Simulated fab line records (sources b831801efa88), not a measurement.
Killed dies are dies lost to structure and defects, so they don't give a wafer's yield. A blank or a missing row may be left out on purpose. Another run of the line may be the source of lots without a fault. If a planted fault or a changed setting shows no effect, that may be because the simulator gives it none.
fab line records | flow sky130
record lots=6 wafers=18 lastDay=50
route steps=708 shown VT_ADJUST_PCH@144 SONOS_TUNNEL@154 PAD_OPEN@708
lots untouched by any fault: they come from a run of this same line in which no faults occurred
startH: hours from the record's first day to the start of the lot's first wafer shown | waitH: hours since the lot's step before | " same as the row above | L1.1+2: a row that stands for several wafers | - either no value or no given start | * or withheld: withheld | < > ~ a bound
route shown NAME@n: NAME is a module with steps in the file, n the number in the route of the first one | usual: mean/standard deviation taken from wafers without a fault | same: alike in all rows | chamber/n: place in a boat | sites: readings site by site | _std_site: the standard deviation of these | _edge_site: outer sites' mean less inner sites' | radiusMm: for every site, how far away it sits from the centre of the wafer | mask NAME#n: copy n | behind: the most recent tool/chamber to have shaped the wafer | hold: cause of the lot's hold/its duration in hours/its outcome | device: which transistor (n, p or np) failed to switch | end of line: tests run on the same wafers once the route is complete | where a step has no rows: the recipe by itself | killed: dies lost to structure and defects at the first sort, not the wafer's yield | map: a wafer's dies, marking killed ones x, the rest . and places with no die _
set.NAME: the run value of the setting; set.NAME@STEP: its run value at that earlier step | model.NAME: the simulator's own value behind a step, which no gauge read
certain route steps with their lots: each step a table, each wafer a row
services: from which hour (startH, from the record's first day; less than 0 if before it) a tool's chamber was out of use, for how many hours, and why
## steps
# step SKY_VT_ADJUST_PCH_HMDS_01
# recipe primeTimeS=60 primeTempC=120
# step SKY_VT_ADJUST_PCH_COAT_02
# recipe spinRpm=2000 resistThkNm=3000
# step SKY_VT_ADJUST_PCH_SOFTBAKE_03
# recipe tempC=110 timeS=withheld
# step SKY_VT_ADJUST_PCH_EXPOSE_04
# recipe maskId=NWM na=0.6 sourceShape=conventional sigmaOuter=0.6 polarization=unpolarized targetCdNm=840 doseMj=255
# step SKY_VT_ADJUST_PCH_PEB_05
# recipe tempC=115 timeS=withheld
# step SKY_VT_ADJUST_PCH_DEVELOP_06
# recipe wallAngleDeg=90 developer=TMAH developTimeS=60 devTempC=23
# step SKY_VT_ADJUST_PCH_OVL_MEAS_07
# usual VT_ADJUST_PCH_OVL=-0.6/1.6
# columns lot.wafer tool chamber startH waitH VT_ADJUST_PCH_OVL[nm]
L191.1 overlay-01 - 237.35 - -2.9
L191.2 " - " " -1.0
L191.4 " - " " -2.3
L195.3 overlay-02 - 266.57 - 0.4
L195.4 " - " " -1.3
L195.6 " - " " 1.6
L196.4 overlay-02 - 272.52 - 0.3
L196.5 " - " " -0.9
L196.6 " - " " -2.8
L203.1 overlay-02 - 324.20 - 0.5
L203.2 " - " " -1.8
L203.3 " - " " 0.1
L206.1 overlay-02 - 348.55 - -0.8
L206.5 " - " " -0.7
L206.6 " - " " -0.2
L211.3 overlay-02 - 399.26 - 0.0
L211.5 " - " " -0.2
L211.6 " - " " -1.0
# step SKY_VT_ADJUST_PCH_IMPLANT_08
# recipe species=B energyKev=10 doseCm2=5.067e+11 tiltDeg=withheld
# step SKY_VT_ADJUST_PCH_STRIP_09
# recipe chemistry=O2/N2 powerW=1400 pressureMtorr=1500 platenTempC=withheld o2FlowSccm=3000 n2FlowSccm=300 overashFraction=0.5
# usual drypumpMotorCurrentA=6.0/0.39 oesProductAu=0.722/0.0043 stripTimeToEndpointS=36.91/0.11
# columns lot.wafer tool chamber startH waitH drypumpMotorCurrentA oesProductAu rfHoursCounterH stripTimeToEndpointS
L191.1 plasmaAsher-01 0 237.54 0.1 6.2 0.722 41 36.88
L191.2 " 1 " " 5.9 0.721 41 36.93
L191.4 " 0 " " 6.2 0.725 - 36.93
L195.3 plasmaAsher-02 0 266.77 0.1 6.4 0.722 - 37.03
L195.4 " 1 " " 5.2 0.726 - 36.99
L195.6 " 1 " " 5.2 0.726 - 37.03
L196.4 plasmaAsher-03 1 272.72 0.1 6.5 0.728 - 36.83
L196.5 " 1 " " 6.5 0.719 - 36.75
L196.6 " 0 " " 5.8 0.725 - 36.80
L203.1 plasmaAsher-03 1 324.39 0.1 6.5 0.727 62 37.10
L203.2 " 0 " " 5.8 0.720 62 37.18
L203.3 " 1 " " 6.5 0.724 - 37.01
L206.1 plasmaAsher-01 0 348.74 0.1 6.2 0.723 52 37.04
L206.5 " 0 " " 6.2 0.721 - 36.97
L206.6 " 1 " " 5.9 0.718 - 36.92
L211.3 plasmaAsher-02 1 399.47 0.1 5.2 0.720 - 37.03
L211.5 " 0 " " 6.4 0.717 - 36.96
L211.6 " 1 " " 5.2 0.720 - 37.04
# step SKY_VT_ADJUST_PCH_TW_MEAS_10
# usual VT_ADJUST_PCH_TW=142.8/1.5
# columns lot.wafer tool chamber startH waitH VT_ADJUST_PCH_TW
L191.1 filmMetro-03 - 237.64 0.1 143.2
L191.2 " - " " 143.2
L191.4 " - " " 143.7
L195.3 filmMetro-03 - 266.86 0.1 144.5
L195.4 " - " " 144.5
L195.6 " - " " 143.7
L196.4 filmMetro-04 - 272.82 0.1 140.4
L196.5 " - " " 141.2
L196.6 " - " " 140.7
L203.1 filmMetro-04 - 324.49 0.1 141.3
L203.2 " - " " 141.1
L203.3 " - " " 141.5
L206.1 filmMetro-01 - 348.84 0.1 143.4
L206.5 " - " " 143.2
L206.6 " - " " 143.4
L211.3 filmMetro-01 - 399.56 0.1 143.5
L211.5 " - " " 142.5
L211.6 " - " " 143.7
# step SKY_SONOS_TUNNEL_DEHYDRATE_00
# recipe tempC=200 timeS=60
# step SKY_SONOS_TUNNEL_HMDS_01
# recipe primeTimeS=60 primeTempC=120
# step SKY_SONOS_TUNNEL_COAT_02
# recipe resist=NOVOLAK spinRpm=3000 resistThkNm=1140
# usual chillPlateTempC=23.01/0.11 dispensePressureKPa=46.9/2.6
# columns lot.wafer tool chamber startH waitH chillPlateTempC dispensePressureKPa
L191.1 lithoTrack-03 0 248.81 0.1 23.02 44.2
L191.2 " 0 " " 22.93 44.2
L191.4 " 0 " " 22.93 44.2
L195.3 lithoTrack-03 - 279.01 0.1 - -
L195.4 " - " " - -
L195.6 " - " " - -
L196.4 lithoTrack-02 - 285.32 0.1 - -
L196.5 " - " " - -
L196.6 " - " " - -
L203.1 lithoTrack-02 0 337.24 0.1 23.12 46.0
L203.2 " 0 " " 23.02 46.0
L203.3 " 0 " " 23.07 46.0
L206.1 lithoTrack-02 0 362.39 0.1 23.04 46.1
L206.5 " 0 " " 23.23 46.0
L206.6 " 0 " " 23.29 46.0
L211.3 lithoTrack-03 0 414.51 0.1 23.17 44.2
L211.5 " 0 " " 23.03 44.1
L211.6 " 0 " " 22.94 44.1
# step SKY_SONOS_TUNNEL_SOFTBAKE_03
# recipe tempC=90 timeS=60 resist=NOVOLAK
# step SKY_SONOS_TUNNEL_EXPOSE_04
# recipe maskId=TUNM na=0.6 sourceShape=conventional sigmaOuter=0.6 polarization=unpolarized targetCdNm=410 doseMj=136
# step SKY_SONOS_TUNNEL_PEB_05
# recipe tempC=withheld timeS=* resist=NOVOLAK
# step SKY_SONOS_TUNNEL_DEVELOP_06
# recipe resist=NOVOLAK developer=TMAH developTimeS=60 devTempC=23
# step SKY_SONOS_TUNNEL_CD_MEAS_07
# recipe targetCdNm=410
# usual cdNm=410.3/2.2
# columns lot.wafer tool chamber startH waitH cdNm
L191.1 cdSem-01 - 260.91 0.1 408.2
L191.2 " - " " 409.0
L191.4 " - " " 407.6
L195.3 cdSem-01 - 292.00 0.1 -
L195.4 " - " " -
L195.6 " - " " -
L196.4 cdSem-01 - 297.90 0.1 -
L196.5 " - " " -
L196.6 " - " " -
L203.1 cdSem-01 - 351.05 0.1 407.3
L203.2 " - " " 405.8
L203.3 " - " " 408.9
L206.1 cdSem-01 - 376.76 0.1 411.9
L206.5 " - " " 412.2
L206.6 " - " " 412.4
L211.3 cdSem-02 - 429.53 0.1 411.0
L211.5 " - " " 409.1
L211.6 " - " " 407.0
# step SKY_SONOS_TUNNEL_OVL_MEAS_08
# usual SONOS_TUNNEL_OVL=-1.3/1.4
# columns lot.wafer tool chamber startH waitH SONOS_TUNNEL_OVL[nm]
L191.1 overlay-02 - 261.03 0.1 -2.3
L191.2 " - " " -1.4
L191.4 " - " " -1.4
L195.3 overlay-02 - 292.09 0.1 -
L195.4 " - " " -
L195.6 " - " " -
L196.4 overlay-02 - 297.98 0.1 -
L196.5 " - " " -
L196.6 " - " " -
L203.1 overlay-02 - 351.17 0.1 -1.5
L203.2 " - " " 0.3
L203.3 " - " " 1.2
L206.1 overlay-01 - 376.88 0.1 -1.5
L206.5 " - " " -2.9
L206.6 " - " " -1.8
L211.3 overlay-02 - 429.62 0.1 -1.3
L211.5 " - " " 0.3
L211.6 " - " " -2.1
# step SKY_PAD_OPEN_PROBE_99
# usual killed_at_M0_to_M3=43/6.6 killed_at_M4_up=3.4/1.8 killedAtContacts=24/5.7 killedAtFrontEnd=15/4.2 killedAtOther=0.3/0.58 killedDies=86/8 killedOnRim=16/3.9 killedOpen=46/7.2 killedShort=39/5.8
# same grossDies=492 killedAtBackSide=0
# columns lot.wafer tool chamber startH waitH killed_at_M0_to_M3 killed_at_M4_up killedAtContacts killedAtFrontEnd killedAtOther killedDies killedOnRim killedOpen killedShort
L195.3 prober-01 - 1121.81 0.2 40 2 20 430 0 492 96 40 39
L195.4 prober-01 - 1121.86 0.2 49 1 34 408 0 492 96 43 55
L195.6 prober-01 - 1121.96 0.2 40 5 27 420 0 492 96 50 42
L196.4 prober-02 - 1122.43 0.2 38 2 21 430 1 492 96 38 36
L196.5 prober-02 - 1122.48 0.2 43 4 21 423 1 492 96 53 33
L196.6 prober-02 - 1122.53 0.2 49 3 24 416 0 492 96 42 45
L211.6 prober-02 - 1204.28 0.2 44 1 24 10 0 79 16 55 24
# killed by level:class
L195.3 SONOS_TUNNEL:areaExpose=413 VIA1:geometricParticle:open=9 VIA3:geometricParticle:open=7 CONTACT:geometricParticle:short=6 CONTACT:geometricParticle:open=6 LOCAL_INTERCONNECT:geometricParticle:short=5 VIA2:geometricParticle:open=5 FIELD_ISO:geometricParticle:open=4
L195.4 SONOS_TUNNEL:areaExpose=394 CONTACT:geometricParticle:short=10 VIA1:geometricParticle:short=9 CONTACT:geometricParticle:open=7 VIA1:geometricParticle:open=7 METAL2:geometricParticle:short=7 VIA3:geometricParticle:short=6 LI_CONTACT:geometricParticle:open=6
L195.6 SONOS_TUNNEL:areaExpose=400 CONTACT:geometricParticle:open=12 VIA1:geometricParticle:open=10 VIA3:geometricParticle:open=8 FIELD_ISO:geometricParticle:short=5 POLY_GATE:geometricParticle:short=5 VIA1:geometricParticle:short=5 LI_CONTACT:geometricParticle:short=4
L196.4 SONOS_TUNNEL:areaExpose=417 VIA2:geometricParticle:open=7 CONTACT:geometricParticle:open=7 FIELD_ISO:geometricParticle:short=6 VIA3:geometricParticle:open=6 VIA1:geometricParticle:short=5 VIA1:geometricParticle:open=5 METAL2:geometricParticle:short=5
L196.5 SONOS_TUNNEL:areaExpose=405 VIA1:geometricParticle:open=15 LI_CONTACT:geometricParticle:open=8 VIA2:geometricParticle:open=7 POLY_GATE:geometricParticle:short=6 VIA3:geometricParticle:open=6 VIA2:geometricParticle:short=5 POLY_GATE:geometricParticle:open=4
L196.6 SONOS_TUNNEL:areaExpose=403 VIA1:geometricParticle:open=10 VIA2:geometricParticle:open=9 VIA1:geometricParticle:short=8 CONTACT:geometricParticle:open=7 METAL2:geometricParticle:short=7 LI_CONTACT:geometricParticle:open=5 LOCAL_INTERCONNECT:geometricParticle:short=5
L211.6 CONTACT:geometricParticle:open=10 VIA1:geometricParticle:open=10 VIA2:geometricParticle:open=9 LI_CONTACT:geometricParticle:open=7 METAL1:geometricParticle:short=5 VIA3:geometricParticle:open=5 FIELD_ISO:geometricParticle:open=4 POLY_GATE:geometricParticle:open=3
# map L195.3 (x killed, . not)
__________xxxxxxxxxx_________
________xxxxxxxxxxxxxx_______
______xxxxxxxxxxxxxxxxxx_____
_____xxxxxxxxxxxxxxxxxxxx____
____xxxxxxxxxxxxxxxxxxxxxx___
___xxxxxxxxxxxxxxxxxxxxxxxx__
__xxxxxxxxxxxxxxxxxxxxxxxxxx_
_xxxxxxxxxxxxxxxxxxxxxxxxxxxx
_xxxxxxxxxxxxxxxxxxxxxxxxxxxx
_xxxxxxxxxxxxxxxxxxxxxxxxxxxx
_xxxxxxxxxxxxxxxxxxxxxxxxxxxx
_xxxxxxxxxxxxxxxxxxxxxxxxxxxx
_xxxxxxxxxxxxxxxxxxxxxxxxxxxx
_xxxxxxxxxxxxxxxxxxxxxxxxxxxx
_xxxxxxxxxxxxxxxxxxxxxxxxxxxx
__xxxxxxxxxxxxxxxxxxxxxxxxxx_
___xxxxxxxxxxxxxxxxxxxxxxxx__
____xxxxxxxxxxxxxxxxxxxxxx___
_____xxxxxxxxxxxxxxxxxxxx____
______xxxxxxxxxxxxxxxxxx_____
________xxxxxxxxxxxxxx_______
__________xxxxxxxxxx_________
# map L196.4 (x killed, . not)
__________xxxxxxxxxx_________
________xxxxxxxxxxxxxx_______
______xxxxxxxxxxxxxxxxxx_____
_____xxxxxxxxxxxxxxxxxxxx____
____xxxxxxxxxxxxxxxxxxxxxx___
___xxxxxxxxxxxxxxxxxxxxxxxx__
__xxxxxxxxxxxxxxxxxxxxxxxxxx_
_xxxxxxxxxxxxxxxxxxxxxxxxxxxx
_xxxxxxxxxxxxxxxxxxxxxxxxxxxx
_xxxxxxxxxxxxxxxxxxxxxxxxxxxx
_xxxxxxxxxxxxxxxxxxxxxxxxxxxx
_xxxxxxxxxxxxxxxxxxxxxxxxxxxx
_xxxxxxxxxxxxxxxxxxxxxxxxxxxx
_xxxxxxxxxxxxxxxxxxxxxxxxxxxx
_xxxxxxxxxxxxxxxxxxxxxxxxxxxx
__xxxxxxxxxxxxxxxxxxxxxxxxxx_
___xxxxxxxxxxxxxxxxxxxxxxxx__
____xxxxxxxxxxxxxxxxxxxxxx___
_____xxxxxxxxxxxxxxxxxxxx____
______xxxxxxxxxxxxxxxxxx_____
________xxxxxxxxxxxxxx_______
__________xxxxxxxxxx_________
## services
# columns tool chamber startH hours kind
plasmaAsher-01 - 214.11 14.6 pm
plasmaAsher-02 - 215.06 0.9 repair
plasmaAsher-03 - 236.66 2.8 pm
plasmaAsher-02 - 338.67 50.1 pm
lithoTrack-02 - 366.11 - consumableReplace:filter
plasmaAsher-01 - 413.22 0.4 repair
## key
firstSign step=SKY_SONOS_TUNNEL_COAT_02 reading=toolRecord direction=missing
effect step=SKY_SONOS_TUNNEL_CD_MEAS_07 reading=cdNm direction=missing
effect step=SKY_SONOS_TUNNEL_OVL_MEAS_08 reading=SONOS_TUNNEL_OVL direction=missing
effect step=SKY_PAD_OPEN_PROBE_99 reading=killedAtFrontEnd direction=up sigmas=96 usual=15 struck=421
moreKillsBornAt SKY_SONOS_TUNNEL_EXPOSE_04@ilineStepper-01=2432
metAt SKY_SONOS_TUNNEL_COAT_02
struckWafers L195.3,L195.4,L195.6,L196.4,L196.5,L196.6
laterRowsLeftOut L195.3,L195.4,L195.6,L196.4,L196.5,L196.6
testerLeftOut L195,L196
onsetBetween 248.81 279.01
fault kind=skippedStepWhole tool=lithoTrack-02,lithoTrack-03 chamber=- onsetH=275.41 steps=SKY_SONOS_TUNNEL_COAT_02 scope=struckLotsOnly
# testerLeftOut: of these lots the tester's yield and bins aren't shown, on N5 and GAA mostly nor the transistor test; their killed dies are dies lost to structure and defects alone, not to doping, threshold or leakage, so they don't give the yield
# laterRowsLeftOut: the simulator's readings of these wafers behind a module that went badly wrong aren't trusted and aren't shown, but for the sort
